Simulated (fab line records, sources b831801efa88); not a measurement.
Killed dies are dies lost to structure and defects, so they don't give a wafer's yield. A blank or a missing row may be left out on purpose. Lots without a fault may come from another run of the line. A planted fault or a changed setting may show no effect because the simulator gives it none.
Problem report in the 8D (eight disciplines) form, filled by code | flow gf180mcu | the parts of the form that need people (team, actions taken, sign-off) are left out

1. THE PROBLEM
spin_speed_rpm at GF_MIM_COAT_14 reads a mean of 3118.6 rpm on 6 wafers of 2 lots; wafers without a fault read 3000.4 rpm with a standard deviation of 2.2. That is +54 standard deviations from the usual mean.
The step: resist thk 1000 nm.
First seen on wafer L357.1, day 28 08:49, on litho_track-01. The record holds 33 wafers of 11 lots with a number at this step. Rule for "out", or "out of limits": more than 4 standard deviations from the usual mean. The other wafers with a number count as sound.

2. WHAT IT IS AND WHAT IT IS NOT
question                    | is                     | is not
which readings at this step | spin_speed_rpm         | exhaust_pa
which lots                  | L357, L360             | L347, L348, L349, L350, L351, L352, L353, L354, L355
which wafers of those lots  | all that have a number | -
read on which tools         | litho_track-01         | litho_track-02
when                        | from day 28 08:49      | up to then (27 sound wafers)

3. SUSPECTS, AND WHAT RULES EACH OUT
Counting: a tool at a process step up to the reading stays a suspect if it ran every lot that is out and no sound lot after the first of them.
- rie_diel-02 at GF_V4_ETCH_16 (etches BARC in N2/H2): kept. It ran every lot that is out, first L357 (day 27 22:35), and no sound lot after that; its last sound lot up to then is L354 (day 27 00:22).
- litho_track-01 at GF_MIM_COAT_14 (resist thk 1000 nm): kept. It ran every lot that is out, first L357 (day 28 08:49), and no sound lot after that; its last sound lot up to then is L355 (day 27 14:34). Its own readings are out on those wafers: spin_speed_rpm.
Left after counting: rie_diel-02 at GF_V4_ETCH_16, litho_track-01 at GF_MIM_COAT_14.

4. THE CAUSE (what the simulator had put in)
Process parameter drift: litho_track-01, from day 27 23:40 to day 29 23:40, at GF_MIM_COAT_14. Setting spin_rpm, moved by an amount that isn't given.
Counting left 2 suspects, and this tool is among them.

5. THE CHAIN OF EFFECTS, in route order
Each row: a reading whose mean over the struck wafers that have a number lies more than 3 standard deviations from the usual. Only readings for which the record gives a usual standard deviation are gone through. hours: the time from each lot's start at the first step in this table that gives one to its start at this step, as a median over the lots. sigmas: the change in usual standard deviations.
hours | step            | reading                  | usual      | on struck wafers | change | sigmas
0     | GF_MIM_COAT_14  | spin_speed_rpm           | 3000.4 rpm | 3118.6           | +118.2 | +54
10    | GF_MIM_STRIP_20 | strip_time_to_endpoint_s | 11.22 s    | 10.99            | -0.23  | -5.7
The process steps in it:
- GF_MIM_COAT_14: resist thk 1000 nm.
- GF_MIM_STRIP_20: strips in O2/N2.

6. WHAT WOULD HAVE CAUGHT IT SOONER
In this record the first reading out of limits was taken at day 28 08:49, 9 hours after the fault began at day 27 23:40.
